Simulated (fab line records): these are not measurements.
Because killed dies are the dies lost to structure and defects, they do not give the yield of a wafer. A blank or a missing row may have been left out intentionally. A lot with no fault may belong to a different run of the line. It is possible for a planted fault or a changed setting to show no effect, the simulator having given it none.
Which tool did it? | flow gf180mcu | 14 lots with 42 wafers sampled at 4 steps, on a route of 602 steps

== WHAT THE GAUGES READ, wafer by wafer ==
GF_HV_LDD_OVL_MEAS_20. Usual: HV_LDD_01_OVL typically reads 0.4 nm, with standard deviation 1.4.
lot  | measured     | on         | HV_LDD_01_OVL (nm) | flag
L678 | day 11 01:53 | overlay-02 | 0.6 0.4 1.4        |
L679 | day 11 10:32 | overlay-02 | 1.4 1.1 1.4        |
L680 | day 11 13:02 | overlay-01 | 2.5 1.6 0.4        |
L681 | day 12 01:11 | overlay-01 | 0.0 0.7 -0.4       |
L682 | day 12 08:08 | overlay-01 | 1.4 0.3 0.3        |
L684 | day 12 19:44 | overlay-02 | -0.6 0.8 1.8       |
L685 | day 13 10:38 | overlay-02 | -0.4 1.5 2.1       |
L686 | day 13 13:56 | overlay-01 | -1.0 -0.6 -1.7     |
L688 | day 14 08:05 | overlay-01 | 1.7 1.3 1.4        |
L689 | day 14 10:27 | overlay-02 | 1.3 0.1 0.3        |
L697 | day 17 01:47 | overlay-02 | -2.8 -1.1 -1.2     |
L698 | day 17 09:56 | overlay-02 | 2.3 1.1 0.5        |
L699 | day 17 20:45 | overlay-01 | 0.0 0.5 -0.1       |
L700 | day 17 22:59 | overlay-02 | 2.6 2.9 0.9        |

GF_HV_LDD_RS_MEAS_53: measurement is done with a four-point probe. Usual: HV_LDD_RS typically reads 418.6 ohm/sq, with standard deviation 1.2.
lot  | measured     | on            | HV_LDD_RS (ohm/sq) | flag
L678 | day 12 18:00 | film metro-04 | 419.5 418.7 420.8  |
L679 | day 13 01:20 | film metro-02 | 417.1 417.5 418.1  |
L680 | day 13 05:39 | film metro-03 | 416.8 417.9 417.3  |
L681 | day 13 19:17 | film metro-03 | 419.4 419.3 418.1  |
L682 | day 14 01:37 | film metro-03 | 417.3 416.0 418.1  |
L684 | day 14 14:51 | film metro-04 | 418.6 420.0 420.2  |
L685 | day 15 06:12 | film metro-04 | 419.1 418.6 418.2  |
L686 | day 15 09:41 | film metro-04 | 419.5 421.0 419.4  |
L688 | day 16 05:11 | film metro-03 | - - -              | OFF
L689 | day 16 06:54 | film metro-04 | - - -              | OFF
L697 | day 19 01:49 | film metro-03 | 419.5 419.2 420.3  |
L698 | day 19 10:50 | film metro-03 | 418.7 417.6 417.8  |
L699 | day 19 22:07 | film metro-03 | 419.5 420.9 421.3  |
L700 | day 20 01:37 | film metro-02 | 419.0 419.1 419.9  |

== EACH LOT AND THE TOOL THAT RAN IT (in order: tool; ch and the chambers of the sampled wafers; start) ==
lot  | GF_VT_IMPLANT_RTA_45             | GF_HV_LDD_RTA_52
L678 | rtp anneal-01 ch 0, day 7 19:37  | rtp anneal-02 ch 0, day 12 17:56
L679 | rtp anneal-02 ch 0, day 8 02:13  | rtp anneal-02 ch 0, day 13 01:17
L680 | rtp anneal-02 ch 0, day 8 07:21  | rtp anneal-02 ch 0, day 13 05:35
L681 | rtp anneal-01 ch 0, day 8 18:10  | rtp anneal-02 ch 0, day 13 19:12
L682 | rtp anneal-01 ch 0, day 8 23:22  | rtp anneal-01 ch 0, day 14 01:29
L684 | rtp anneal-01 ch 0, day 9 11:19  | rtp anneal-02 ch 0, day 14 14:47
L685 | rtp anneal-01 ch 0, day 9 19:07  | rtp anneal-01 ch 0, day 15 06:08
L686 | rtp anneal-01 ch 0, day 10 00:54 | rtp anneal-01 ch 0, day 15 09:36
L688 | rtp anneal-01 ch 0, day 10 13:40 | rtp anneal-02, day 16 05:07
L689 | rtp anneal-02 ch 0, day 10 21:58 | rtp anneal-01, day 16 06:49
L697 | rtp anneal-01 ch 0, day 13 03:04 | rtp anneal-01 ch 0, day 19 01:44
L698 | rtp anneal-02 ch 0, day 13 09:37 | rtp anneal-02 ch 0, day 19 10:47
L699 | rtp anneal-01 ch 0, day 13 18:21 | rtp anneal-02 ch 0, day 19 22:01
L700 | rtp anneal-01 ch 0, day 13 21:59 | rtp anneal-02 ch 0, day 20 01:32
- GF_VT_IMPLANT_RTA_45: time 30 s.
- GF_HV_LDD_RTA_52: time 10 s.

== AS READ BY THE TOOLS THEMSELVES (means over the sampled wafers that have a number; for cases with no such wafer, the mark the record gives instead) ==
GF_VT_IMPLANT_RTA_45. Usual: anneal temp c max 1055.1, standard deviation 1.7; chamber o2 ppm 2.003, standard deviation 0.019; lamp power pct 37.0 %, standard deviation 0.79; wafer_temp_C_max 1054.8, standard deviation 1.3.
lot  | tool          | anneal temp c max | chamber o2 ppm | lamp power pct (%) | wafer_temp_C_max | flag
L678 | rtp anneal-01 | 1055.7            | 2.017          | 37.4               | 1055.6           |
L679 | rtp anneal-02 | 1057.7            | 2.014          | 35.6               | 1052.7           |
L680 | rtp anneal-02 | 1056.4            | 1.992          | 35.6               | 1053.2           |
L681 | rtp anneal-01 | 1054.7            | 1.977          | 37.4               | 1056.4           |
L682 | rtp anneal-01 | 1054.6            | 2.008          | 37.4               | 1055.2           |
L684 | rtp anneal-01 | 1055.0            | 2.018          | 37.4               | 1055.9           |
L685 | rtp anneal-01 | 1053.8            | 2.020          | 37.4               | 1056.1           |
L686 | rtp anneal-01 | 1054.1            | 2.008          | 37.4               | 1055.7           |
L688 | rtp anneal-01 | 1054.3            | 2.010          | 37.4               | 1055.2           |
L689 | rtp anneal-02 | 1057.1            | 1.983          | 35.6               | 1053.7           |
L697 | rtp anneal-01 | 1054.4            | 1.983          | 37.4               | 1055.0           |
L698 | rtp anneal-02 | 1058.3            | 2.010          | 35.6               | 1053.3           |
L699 | rtp anneal-01 | 1054.5            | 1.996          | 37.4               | 1054.3           |
L700 | rtp anneal-01 | 1055.0            | 2.018          | 37.4               | 1055.6           |

GF_HV_LDD_RTA_52. Usual: anneal temp c max 1006.0, standard deviation 1.8; chamber o2 ppm 1.996, standard deviation 0.021; lamp power pct 33.5 %, standard deviation 0.83; wafer_temp_C_max 1003.9, standard deviation 1.3.
lot  | tool          | anneal temp c max | chamber o2 ppm | lamp power pct (%) | wafer_temp_C_max | flag
L678 | rtp anneal-02 | 1006.8            | 2.006          | 32.8               | 1003.3           |
L679 | rtp anneal-02 | 1007.8            | 1.995          | 32.8               | 1002.4           |
L680 | rtp anneal-02 | 1007.0            | 2.022          | 32.8               | 1003.1           |
L681 | rtp anneal-02 | 1007.0            | 2.005          | 32.9               | 1003.1           |
L682 | rtp anneal-01 | 1003.9            | 1.993          | 34.5               | 1005.1           |
L684 | rtp anneal-02 | 1008.6            | 2.008          | 32.8               | 1003.8           |
L685 | rtp anneal-01 | 1004.3            | 1.977          | 34.5               | 1005.3           |
L686 | rtp anneal-01 | 1005.5            | 1.973          | 34.5               | 1005.0           |
L688 | rtp anneal-02 | -                 | -              | -                  | -                | OFF
L689 | rtp anneal-01 | -                 | -              | -                  | -                | OFF
L697 | rtp anneal-01 | 1004.6            | 1.990          | 34.5               | 1005.7           |
L698 | rtp anneal-02 | 1007.8            | 2.006          | 32.8               | 1002.5           |
L699 | rtp anneal-02 | 1007.8            | 1.977          | 32.8               | 1002.9           |
L700 | rtp anneal-02 | 1008.6            | 1.996          | 32.8               | 1003.2           |

== THE ANSWER, worked out from the rows above alone ==
Rule: a lot is off if the mean of its wafers that have a number lies more than 3 standard deviations from the usual mean. Also off: a lot with no number at a reading for which 4 or more lots have one. Any other lot the step has rows for is counted as sound. The gauges are gone through in route order, then the tools' own readings, and for those a lot's mean is taken as printed above. The first step at which some lot is off is used, and at that step the reading that is off furthest; a lot without a number counts as furthest.
Off: L688, L689, seen at GF_HV_LDD_RS_MEAS_53 (HV_LDD_RS). Without a number there: L688, L689.
A tool fits if, at a process step before that reading, it ran every lot that is off, and no sound lot after the first of them. The gauges at GF_HV_LDD_RS_MEAS_53 aren't tried: what is off there is off at GF_HV_LDD_RTA_52 too, on other tools, and a gauge's error can't cause that. Not one of the candidates tried fits.

== WHAT THE SIMULATOR PUT IN ==
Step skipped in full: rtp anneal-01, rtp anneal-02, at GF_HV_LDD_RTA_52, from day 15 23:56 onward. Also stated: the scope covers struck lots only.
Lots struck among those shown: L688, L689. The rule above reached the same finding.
